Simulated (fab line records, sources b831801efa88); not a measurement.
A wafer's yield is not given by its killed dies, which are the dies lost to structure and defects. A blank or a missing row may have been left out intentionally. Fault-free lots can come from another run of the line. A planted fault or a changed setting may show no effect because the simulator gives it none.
The tool behind it: which one? -- flow sky130 -- 12 lots, 36 wafers sampled, at 4 steps of a route of 708

== WHAT EACH GAUGE READ, for each wafer ==
SKY_NWELL_OVL_MEAS_23. Usual: NWELL_01_OVL 0.7 nm, standard deviation 1.3.
lot,measured,on,NWELL_01_OVL (nm),flag
L384,day 5 00:25,overlay-02,1.0 -0.5 2.4,
L385,day 5 10:53,overlay-01,-1.0 0.5 0.8,
L386,day 5 17:44,overlay-02,2.8 1.4 2.9,
L387,day 6 01:19,overlay-01,-1.1 0.2 1.4,
L388,day 6 08:59,overlay-01,-1.4 -1.2 -0.7,
L389,day 6 11:07,overlay-02,1.3 1.8 0.9,
L390,day 6 17:07,overlay-02,186.1 186.5 188.5,OFF
L393,day 7 13:55,overlay-02,187.8 187.9 186.5,OFF
L394,day 7 19:34,overlay-02,187.9 186.3 186.9,OFF
L396,day 8 09:34,overlay-01,187.1 189.3 188.9,OFF
L402,day 9 18:43,overlay-01,1.3 1.8 1.5,
L403,day 10 05:16,overlay-01,0.7 -1.0 0.7,

SKY_SONOS_ONO_THK_MEAS_05. Usual: SONOS_ONO_CVD_04_THK 5.13 nm, standard deviation 0.11.
lot,measured,on,SONOS_ONO_CVD_04_THK (nm),flag
L384,day 11 03:46,film-metro-02,5.24 5.36 5.29,
L385,day 11 17:32,film-metro-03,5.09 5.18 5.00,
L386,day 12 01:55,film-metro-03,5.19 5.17 5.22,
L387,day 12 14:23,film-metro-01,5.17 5.12 5.22,
L388,day 12 20:41,film-metro-02,5.07 5.12 5.19,
L389,day 13 00:24,film-metro-01,5.10 5.23 5.15,
L390,day 13 08:34,film-metro-03,5.02 5.07 4.97,
L393,day 14 11:40,film-metro-03,5.13 5.20 5.09,
L394,day 14 18:20,film-metro-03,5.27 5.18 5.14,
L396,day 15 15:19,film-metro-02,5.08 4.99 4.96,
L402,day 17 08:52,film-metro-01,5.27 5.29 5.25,
L403,day 18 00:25,film-metro-01,4.90 5.00 4.98,

SKY_POLY_CUT_OVL_MEAS_09. Usual: POLY_CUT_OVL 2 nm, standard deviation 4.8.
lot,measured,on,POLY_CUT_OVL (nm),flag
L384,day 23 14:06,overlay-02,9 12 8,
L385,day 24 07:02,overlay-02,-3 0 -7,
L386,day 24 15:35,overlay-01,-3 0 0,
L387,day 25 07:14,overlay-02,-9 -1 -4,
L388,day 25 15:03,overlay-01,5 -1 -1,
L389,day 25 18:20,overlay-01,5 3 7,
L390,day 26 02:50,overlay-02,-2 -5 -2,
L393,day 27 09:53,overlay-01,9 1 7,
L394,day 27 16:08,overlay-02,-1 1 9,
L396,day 28 11:48,overlay-01,6 1 6,
L402,day 30 03:23,overlay-02,1 -8 6,
L403,day 30 17:11,overlay-02,0 3 2,

== WHICH TOOL RAN EACH LOT (tool, then ch and the chambers of the sampled wafers, then the start) ==
lot,SKY_NWELL_EXPOSE_20
L384,"iline-stepper-02 ch 0, day 4 16:14"
L385,"iline-stepper-02 ch 0, day 5 02:29"
L386,"iline-stepper-01 ch 0, day 5 09:05"
L387,"iline-stepper-02 ch 0, day 5 16:35"
L388,"iline-stepper-02 ch 0, day 6 00:05"
L389,"iline-stepper-01 ch 0, day 6 02:06"
L390,"iline-stepper-01 ch 0, day 6 07:52"
L393,"iline-stepper-01 ch 0, day 7 04:08"
L394,"iline-stepper-01 ch 0, day 7 10:05"
L396,"iline-stepper-01 ch 0, day 7 23:48"
L402,"iline-stepper-02 ch 0, day 9 09:00"
L403,"iline-stepper-02 ch 0, day 9 18:11"
- SKY_NWELL_EXPOSE_20: exposes mask NWM COMPLEMENT, target cd 840 nm.

== WHAT THE TOOLS THEMSELVES READ (means of the sampled wafers that have a number; where no wafer has one, the mark that the record gives instead) ==
SKY_NWELL_EXPOSE_20. Usual: stage-vel-mm-s 500.01 mm/s, standard deviation 0.24.
lot,tool,stage-vel-mm-s (mm/s),flag
L384,iline-stepper-02,499.90,
L385,iline-stepper-02,499.80,
L386,iline-stepper-01,500.05,
L387,iline-stepper-02,499.87,
L388,iline-stepper-02,500.19,
L389,iline-stepper-01,500.02,
L390,iline-stepper-01,500.15,
L393,iline-stepper-01,500.07,
L394,iline-stepper-01,499.70,
L396,iline-stepper-01,500.25,
L402,iline-stepper-02,500.25,
L403,iline-stepper-02,500.10,

== THE ANSWER, worked out from the rows above alone ==
Rule: a lot counts as off when the mean over its wafers that have a number is more than 3 standard deviations away from the usual mean. A lot without any number at a reading at which 4 lots or more have one is off too. Any other lot the step has rows for is counted as sound. After the gauges, taken in route order, come the tools' own readings; for these a lot's mean is taken, as printed above. The first step at which some lot is off is used, and at that step the reading that is off furthest; a lot without a number counts as furthest.
Off: L390, L393, L394, L396, at SKY_NWELL_OVL_MEAS_23 (NWELL_01_OVL).
If a tool, at a process step before that reading, ran all the lots that are off and no sound lot after the first of them, it fits. The gauges at SKY_NWELL_OVL_MEAS_23 are tried like those tools. One fits: SKY_NWELL_EXPOSE_20 on iline-stepper-01. A fault onset in the window from L389 (day 6 02:06, its last sound lot) to L390 (day 6 07:52, its first lot off) fits.

== WHAT THE SIMULATOR HAD INSERTED ==
Scanner matching overlay: iline-stepper-01, from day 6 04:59 on, at SKY_NWELL_EXPOSE_20. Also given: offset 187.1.
Struck lots among those shown: L390, L393, L394, L396. The same result came from the rule above.
